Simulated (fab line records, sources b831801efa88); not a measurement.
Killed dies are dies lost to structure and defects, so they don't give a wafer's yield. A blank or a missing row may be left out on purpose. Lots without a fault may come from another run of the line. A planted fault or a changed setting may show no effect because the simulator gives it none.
Which tool did it? | flow gf180mcu | 12 lots, 36 wafers sampled, at 5 steps of a route of 602

WHAT THE GAUGES READ, wafer by wafer
GF_V4_OVL_MEAS_15. Usual: V4_OVL 1 nm, standard deviation 5.1.
lot  | measured     | on         | V4_OVL (nm) | flag
L499 | day 24 23:26 | overlay-01 | -3 -6 -2    |
L502 | day 25 15:53 | overlay-01 | 4 0 3       |
L503 | day 25 23:14 | overlay-01 | 4 -5 2      |
L504 | day 26 04:13 | overlay-01 | 5 4 8       |
L505 | day 26 22:43 | overlay-01 | -2 4 -8     |
L507 | day 27 10:50 | overlay-01 | 2 12 8      |
L513 | day 29 07:20 | overlay-01 | 0 -2 -1     |
L514 | day 29 14:50 | overlay-02 | 6 1 0       |
L515 | day 29 23:26 | overlay-01 | 1 0 1       |
L517 | day 30 07:02 | overlay-02 | -10 -8 -4   |
L520 | day 31 04:01 | overlay-01 | 4 11 5      |
L521 | day 31 05:17 | overlay-01 | 5 2 9       |

WHICH TOOL RAN EACH LOT (tool, then ch and the chambers of the sampled wafers, then the start)
lot  | GF_M3_METAL_ETCH_16               | GF_M3_STRIP_17                       | GF_M4_COAT_09                     | GF_M4_STRIP_17
L499 | rie_metal-03 ch 0,1, day 21 23:34 | plasma_asher-02 ch 0,1, day 21 23:41 | litho_track-01 ch 0, day 23 12:57 | plasma_asher-03 ch 0,1, day 24 00:26
L502 | rie_metal-03 ch 0,1, day 22 16:48 | plasma_asher-02 ch 0,1, day 22 16:55 | litho_track-01 ch 0, day 24 06:06 | plasma_asher-03 ch 0,1, day 24 17:41
L503 | rie_metal-01 ch 0,1, day 23 01:29 | plasma_asher-04 ch 0,1, day 23 01:36 | litho_track-03 ch 0, day 24 14:20 | plasma_asher-04 ch 0,1, day 25 01:32
L504 | rie_metal-02 ch 0, day 23 07:32   | plasma_asher-04 ch 0,1, day 23 07:40 | litho_track-02 ch 0, day 24 18:40 | plasma_asher-03 ch 0,1, day 25 06:16
L505 | rie_metal-02 ch 0,1, day 24 01:36 | plasma_asher-03 ch 0,1, day 24 01:43 | litho_track-01 ch 0, day 25 13:26 | plasma_asher-03 ch 0,1, day 26 00:19
L507 | rie_metal-02 ch 0,1, day 24 16:18 | plasma_asher-03 ch 0,1, day 24 16:25 | litho_track-01 ch 0, day 26 03:20 | plasma_asher-03 ch 0,1, day 26 13:52
L513 | rie_metal-01 ch 0,1, day 26 15:12 | plasma_asher-04 ch 0,1, day 26 15:19 | litho_track-01 ch 0, day 28 00:25 | plasma_asher-01 ch 1, day 28 11:08
L514 | rie_metal-03 ch 0, day 27 00:43   | plasma_asher-02 ch 0,1, day 27 00:56 | litho_track-01 ch 0, day 28 08:29 | plasma_asher-04 ch 0,1, day 28 18:25
L515 | rie_metal-03 ch 0, day 27 08:26   | plasma_asher-03 ch 0, day 27 08:40   | litho_track-01 ch 0, day 28 16:47 | plasma_asher-04 ch 0,1, day 29 03:06
L517 | rie_metal-01 ch 1, day 27 17:29   | plasma_asher-03 ch 0,1, day 27 17:40 | litho_track-02 ch 0, day 29 01:16 | plasma_asher-01 ch 0,1, day 29 11:04
L520 | rie_metal-01 ch 0,1, day 28 15:54 | plasma_asher-02 ch 0,1, day 28 16:01 | litho_track-03 ch 0, day 29 23:38 | plasma_asher-04 ch 0, day 30 09:25
L521 | rie_metal-02 ch 0,1, day 28 17:38 | plasma_asher-03 ch 0,1, day 28 17:45 | litho_track-02 ch 0, day 30 00:59 | plasma_asher-01 ch 0,1, day 30 10:29
- GF_M3_METAL_ETCH_16: etches the open film in Cl2/BCl3, stops on SiO2, target depth 627.5 nm, time 104.6 s.
- GF_M3_STRIP_17: strips in O2/N2.
- GF_M4_COAT_09: resist thk 1000 nm.
- GF_M4_STRIP_17: strips in O2/N2.

WHAT THE TOOLS THEMSELVES READ (means of the sampled wafers that have a number; where no wafer has one, the mark that the record gives instead)
GF_M3_METAL_ETCH_16. Usual: drypump_motor_current_A 5.8 A, standard deviation 0.46; mfc_cl2_sccm 79.97 sccm, standard deviation 0.21; oes_product_au 0.974 a.u., standard deviation 0.0061; throttle_valve_pct 28.249 %, standard deviation 0.011.
lot  | tool         | drypump_motor_current_A (A) | mfc_cl2_sccm (sccm) | oes_product_au (a.u.) | throttle_valve_pct (%) | flag
L499 | rie_metal-03 | 5.9                         | 80.18               | 0.970                 | 28.256                 |
L502 | rie_metal-03 | 6.2                         | 79.89               | 0.972                 | 28.245                 |
L503 | rie_metal-01 | 5.3                         | 80.03               | 0.978                 | 28.250                 |
L504 | rie_metal-02 | 5.4                         | 80.00               | 0.975                 | 28.250                 |
L505 | rie_metal-02 | 5.5                         | 79.92               | 0.982                 | 28.243                 |
L507 | rie_metal-02 | 5.6                         | 79.82               | 0.967                 | 28.249                 |
L513 | rie_metal-01 | 5.3                         | 79.90               | 0.975                 | 28.245                 |
L514 | rie_metal-03 | 6.5                         | 80.03               | 0.974                 | 28.250                 |
L515 | rie_metal-03 | 6.5                         | 79.81               | 0.981                 | 28.233                 |
L517 | rie_metal-01 | 5.5                         | 80.09               | 0.974                 | 28.250                 |
L520 | rie_metal-01 | 5.4                         | 79.93               | 0.964                 | 28.253                 |
L521 | rie_metal-02 | 5.5                         | 79.94               | 0.973                 | 28.252                 |

GF_M3_STRIP_17. Usual: drypump_motor_current_A 5.6 A, standard deviation 0.65; heater_power_w 341 W, standard deviation 17; oes_product_au 0.559 a.u., standard deviation 0.0049; strip_time_to_endpoint_s 7.89 s, standard deviation 0.045.
lot  | tool            | drypump_motor_current_A (A) | heater_power_w (W) | oes_product_au (a.u.) | strip_time_to_endpoint_s (s) | flag
L499 | plasma_asher-02 | 6.1                         | 349                | 0.558                 | 7.90                         |
L502 | plasma_asher-02 | 6.1                         | 346                | 0.559                 | 7.84                         |
L503 | plasma_asher-04 | 5.8                         | 331                | 0.558                 | 7.86                         |
L504 | plasma_asher-04 | 5.8                         | 335                | 0.559                 | 7.94                         |
L505 | plasma_asher-03 | 5.5                         | 340                | 0.561                 | 7.87                         |
L507 | plasma_asher-03 | 5.5                         | 341                | 0.562                 | 7.88                         |
L513 | plasma_asher-04 | 5.8                         | 350                | 0.562                 | 7.91                         |
L514 | plasma_asher-02 | 6.1                         | 337                | 0.558                 | 7.85                         |
L515 | plasma_asher-03 | 5.9                         | 335                | 0.564                 | 7.93                         |
L517 | plasma_asher-03 | 5.5                         | 341                | 0.561                 | 7.92                         |
L520 | plasma_asher-02 | 6.1                         | 341                | 0.557                 | 7.88                         |
L521 | plasma_asher-03 | 5.0                         | 351                | 0.564                 | 7.93                         |

GF_M4_STRIP_17. Usual: drypump_motor_current_A 5.5 A, standard deviation 0.54; heater_power_w 336 W, standard deviation 16; oes_product_au 0.558 a.u., standard deviation 0.0049; strip_time_to_endpoint_s 7.87 s, standard deviation 0.039.
lot  | tool            | drypump_motor_current_A (A) | heater_power_w (W) | oes_product_au (a.u.) | strip_time_to_endpoint_s (s) | flag
L499 | plasma_asher-03 | 5.0                         | 346                | 0.553                 | 7.83                         |
L502 | plasma_asher-03 | 5.5                         | 335                | 0.555                 | 7.83                         |
L503 | plasma_asher-04 | 5.8                         | 331                | 0.557                 | 7.88                         |
L504 | plasma_asher-03 | 5.0                         | 346                | 0.561                 | 7.88                         |
L505 | plasma_asher-03 | 5.0                         | 348                | 0.555                 | 7.85                         |
L507 | plasma_asher-03 | 5.0                         | 345                | 0.555                 | 7.88                         |
L513 | plasma_asher-01 | 5.3                         | 326                | 0.575                 | 8.19                         | OFF
L514 | plasma_asher-04 | 5.8                         | 345                | 0.569                 | 8.17                         | OFF
L515 | plasma_asher-04 | 5.8                         | 334                | 0.577                 | 8.20                         | OFF
L517 | plasma_asher-01 | 5.9                         | 311                | 0.556                 | 7.85                         |
L520 | plasma_asher-04 | 5.8                         | 332                | 0.559                 | 7.88                         |
L521 | plasma_asher-01 | 5.9                         | 317                | 0.554                 | 7.86                         |

THE ANSWER, worked out from the rows above alone
Rule: a lot is off if the mean of its wafers that have a number lies more than 3 standard deviations from the usual mean. A lot without any number at a reading at which 4 lots or more have one is off too. The other lots that the step has rows for count as sound. The gauges are gone through in route order, then the tools' own readings, and for those a lot's mean is taken as printed above. The first step at which some lot is off is used, and at that step the reading that is off furthest; a lot without a number counts as furthest.
Off: L513, L514, L515, at GF_M4_STRIP_17 (strip_time_to_endpoint_s).
A tool fits if, at that step or a process step before it, it ran every lot that is off, and no sound lot after the first of them. One fits: litho_track-01 at GF_M4_COAT_09. Its last sound lot is L507 (day 26 03:20), its first lot that is off L513 (day 28 00:25): a fault that began between those two fits.

WHAT THE SIMULATOR HAD PUT IN
Process parameter drift: litho_track-01, from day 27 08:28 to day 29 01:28, at GF_M4_COAT_09. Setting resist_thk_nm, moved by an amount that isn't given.
Lots struck among those shown: L513, L514, L515. The rule above found the same.
